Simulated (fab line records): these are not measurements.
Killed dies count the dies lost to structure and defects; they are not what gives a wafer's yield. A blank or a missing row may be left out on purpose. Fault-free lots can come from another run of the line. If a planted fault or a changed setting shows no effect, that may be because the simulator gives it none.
8D (eight disciplines) problem report, filled in by code :: flow sky130 :: the parts of the form that need people (team, actions taken, sign-off) are left out

## 1. THE PROBLEM
At SKY_METAL4_SOFTBAKE_09, plateTempC averages 100.76 C over 6 wafers from 2 lots, while fault-free wafers read 100.01 C, standard deviation 0.13. That is +5.7 standard deviations from the usual mean.
The step: time 90 s.
Seen first at day 45 20:00 on lithoTrack-03, wafer L563.3. At this step, 36 wafers from 12 lots have a number in the record. By rule, "out" or "out of limits" means more than 4 standard deviations away from the usual mean. The rest of the wafers with a number are treated as sound.

## 2. WHAT IT IS, WHAT IT ISN'T
question: which readings at this step
is: plateTempC
is not: -

question: which lots
is: L563, L564
is not: L546, L548, L551, L552, L553, L554, L560, L565, L566, L568

question: which wafers of those lots
is: all that have a number
is not: -

question: read on which tools
is: lithoTrack-03
is not: lithoTrack-02, lithoTrack-04

question: when
is: from day 45 20:00
is not: up to then (21 sound wafers); but 9 sound wafers of L565, L566, L568 came after

## 3. THE SUSPECTS, EACH WITH WHAT RULES IT OUT
Counting: a tool stays on the suspect list if, at a process step up to the reading, it processed all lots that are out and no sound lot following the first of them.
- rieMetal-04 at SKY_METAL3_ETCH_16 (etches BARC in N2/H2, stops on SiO2, time 88.2 s, target depth 60 nm): ruled out as a lasting fault. The sound lots L566, L568 went through it after L563, its earliest lot that is out (day 43 09:35).
- plasmaAsher-04 at SKY_METAL3_STRIP_19 (strips in O2/N2): ruled out as a lasting fault. The sound lots L568 went through it after L563, its earliest lot that is out (day 43 09:52).
- lithoTrack-03 at SKY_METAL4_SOFTBAKE_09 (time 90 s): kept. It ran every lot that is out, first L563 (day 45 20:00), and no sound lot after that; its last sound lot up to then is L560 (day 45 00:00). On those wafers its own readings are out: plateTempC.
Left after counting: lithoTrack-03 at SKY_METAL4_SOFTBAKE_09.

## 4. THE CAUSE (what the simulator had put in)
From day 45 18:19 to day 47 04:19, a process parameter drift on lithoTrack-03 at SKY_METAL4_SOFTBAKE_09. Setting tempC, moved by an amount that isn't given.
After counting, this tool was the only one left.

## 5. THE CHAIN OF EFFECTS, in route order
Each row: a reading whose mean over the struck wafers that have a number lies more than 3 standard deviations from the usual. Only readings for which the record gives a usual standard deviation are gone through. hours: the time from each lot's start at the first step in this table that gives one to its start at this step, as a median over the lots. sigmas: the change in usual standard deviations.
hours: 0
step: SKY_METAL4_SOFTBAKE_09
reading: heaterPowerTotalW
usual: 57.36 W
on struck wafers: 57.93
change: +0.57
sigmas: +5.2

hours: 0
step: SKY_METAL4_SOFTBAKE_09
reading: plateTempC
usual: 100.01 C
on struck wafers: 100.76
change: +0.75
sigmas: +5.7
Here are the process steps it includes:
- SKY_METAL4_SOFTBAKE_09: time 90 s.

## 6. WHAT WOULD HAVE CAUGHT IT SOONER
In this record the first reading out of limits was taken at day 45 20:00, 2 hours after the fault began at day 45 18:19.
